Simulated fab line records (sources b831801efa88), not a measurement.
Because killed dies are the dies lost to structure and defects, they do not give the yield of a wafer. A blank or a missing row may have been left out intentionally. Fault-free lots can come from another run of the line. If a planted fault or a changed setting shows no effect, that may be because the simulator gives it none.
Which tool was responsible? :: flow gf180mcu :: 18 wafers from 6 lots sampled at 2 of the route's 602 steps

## WHAT THE GAUGES READ, wafer by wafer
GF_DNWELL_TW_MEAS_09.
lot: L341
measured: day 3 07:55
on: film metro-02
DNWELL_TW: 1347 1349 1350

lot: L343
measured: day 3 15:02
on: film metro-02
DNWELL_TW: 1353 1360 1367

lot: L349
measured: day 5 05:53
on: film metro-01
DNWELL_TW: 1513 1515 1507

lot: L353
measured: day 6 04:20
on: film metro-01
DNWELL_TW: 1352 1347 1354

lot: L357
measured: day 7 02:04
on: film metro-01
DNWELL_TW: 1349 1349 1353

lot: L361
measured: day 7 16:23
on: film metro-04
DNWELL_TW: 1368 1357 1366

## TOOL THAT RAN EACH LOT (tool first, then ch and the chambers of the sampled wafers, then the start)
lot: L341
GF_DNWELL_IMPLANT_07: implanter-04 ch 0, day 3 07:40

lot: L343
GF_DNWELL_IMPLANT_07: implanter-04 ch 0, day 3 14:49

lot: L349
GF_DNWELL_IMPLANT_07: implanter-03 ch 0, day 5 05:40

lot: L353
GF_DNWELL_IMPLANT_07: implanter-01 ch 0, day 6 04:05

lot: L357
GF_DNWELL_IMPLANT_07: implanter-04 ch 0, day 7 01:50

lot: L361
GF_DNWELL_IMPLANT_07: implanter-04 ch 0, day 7 16:08
- GF_DNWELL_IMPLANT_07

## THE ANSWER, worked out from the rows above alone
Rule: the lots themselves supply what counts as usual. The widest of any qualifying gaps counts: lots, ordered by their means at a reading, are off when they make up no more than a third of the lots, leave a main group of 4 or more, and stand apart from it by 3 or more times the standard deviation of that group's means. The tables above print the reading to a certain number of digits; a main group whose means all agree to those digits is not used. Also off: a lot with no number at a reading for which 4 or more lots have one. Any other lot the step has rows for is counted as sound.
Off: L349, seen at GF_DNWELL_TW_MEAS_09 (DNWELL_TW). Mean 1355 and standard deviation 6 in the main group.
If a tool, at a process step before that reading, ran all the lots that are off and no sound lot after the first of them, it fits. Gauges at GF_DNWELL_TW_MEAS_09: tried the same way as those tools. One fits: GF_DNWELL_IMPLANT_07 on implanter-03. It ran no sound lot before its first lot that is off in this sample, so the start can't be narrowed down.

## WHAT THE SIMULATOR PUT IN
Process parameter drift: implanter-03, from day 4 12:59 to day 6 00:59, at GF_DNWELL_IMPLANT_07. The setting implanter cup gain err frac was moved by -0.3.
Lots struck among those shown: L349. This agrees with what the rule above found.
